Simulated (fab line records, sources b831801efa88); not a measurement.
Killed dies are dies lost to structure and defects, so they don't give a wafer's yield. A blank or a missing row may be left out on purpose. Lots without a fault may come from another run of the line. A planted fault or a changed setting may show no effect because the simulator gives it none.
A struck lot beside a sound one | flow gf180mcu | 15 steps out of a route of 602
Sound: wafers L190.2, L190.5, L190.6. Struck: wafers L196.2, L196.4, L196.5. The cause comes at the end.
At each step with rows: each side's tool, then ch and its chambers, then its first start. Under that, the readings that differ: sound wafers | struck wafers | difference of the means | sigmas: that difference in standard deviations of wafers without a fault.
alike: readings whose means differ by less than 2 such deviations, and words and numbers that are the same on both sides. not compared: withheld readings, readings that some wafer has no value for, bounds like >300 that may hide the same value, and numbers for which the record gives no deviation and whose values overlap.
The two part at a step that has a row with sigmas, a row that says differs or no value, or rows on one side only. Numbers that don't overlap but have no deviation are shown without sigmas and don't part them. A reading that every wafer of one side lacks parts them only if that side has two wafers or more.

first, 1 step without rows for these wafers: GF_HV_LDD_CVD_56 (deposits Si3N4 from DCS/NH3, target thk 90 nm, time 1543 s).
GF_HV_LDD_THK_MEAS_57:
  sound on film_metro-04, day 12 14:18; struck on film_metro-03, day 14 14:08
  alike: HV_LDD_CVD_56_THK
GF_HV_LDD_ETCHBACK_58: etches Si3N4 in CH3F/O2, stops on SiO2, time 100 s, target depth 90 nm.
  sound on rie_diel-04 ch 0,1, day 12 14:21; struck on rie_diel-01 ch 1,2, day 14 14:11
  alike: bias_w, drypump_motor_current_A, oes_product_au, throttle_valve_pct
  not compared: rf_hours_counter_h
then, 7 steps without rows for these wafers: GF_NSD_DEHYDRATE_00 (time 60 s); GF_NSD_HMDS_01 (prime time 60 s); GF_NSD_COAT_02 (resist thk 1000 nm); GF_NSD_SOFTBAKE_03 (time 60 s); GF_NSD_EXPOSE_04 (exposes mask Nplus, target cd 400 nm); GF_NSD_PEB_05; GF_NSD_DEVELOP_06 (develop time 60 s).
GF_NSD_CD_MEAS_07: target cd 400 nm.
  sound on cd_sem-01, day 13 09:32; struck on cd_sem-02, day 15 11:21
  alike: cd_nm
GF_NSD_OVL_MEAS_08:
  sound on overlay-02, day 13 09:39; struck on overlay-01, day 15 11:29
  alike: NSD_OVL
GF_NSD_IMPLANT_09:
  sound on implanter-04 ch 0, day 13 09:43; struck on implanter-04 ch 0, day 15 11:32
  reading            | sound             | struck            | difference | sigmas
  tilt_deg (degrees) | 7.025 6.965 7.006 | 7.444 7.442 7.420 | +0.437     | +23
then, 1 step without rows for these wafers: GF_NSD_IMPLANT_10.
-- the record jumps here: 15 days lie between the struck wafers' starts before and after (it left off in module NSD and takes up again in module PASSIVATION, whose first step shown is number 602 of the route) --
GF_PASSIVATION_PROBE_99:
  the record has rows for the struck wafers here (prober-01, day 30 22:07) and none for the sound ones

WHERE THEY PART
First at GF_NSD_IMPLANT_09; last, within this record, at GF_PASSIVATION_PROBE_99.

WHY: what the simulator had put in
Process parameter drift: implanter-04, from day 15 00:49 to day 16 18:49, at GF_NSD_IMPLANT_09. Setting tilt_deg, moved by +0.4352, from 7. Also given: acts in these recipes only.
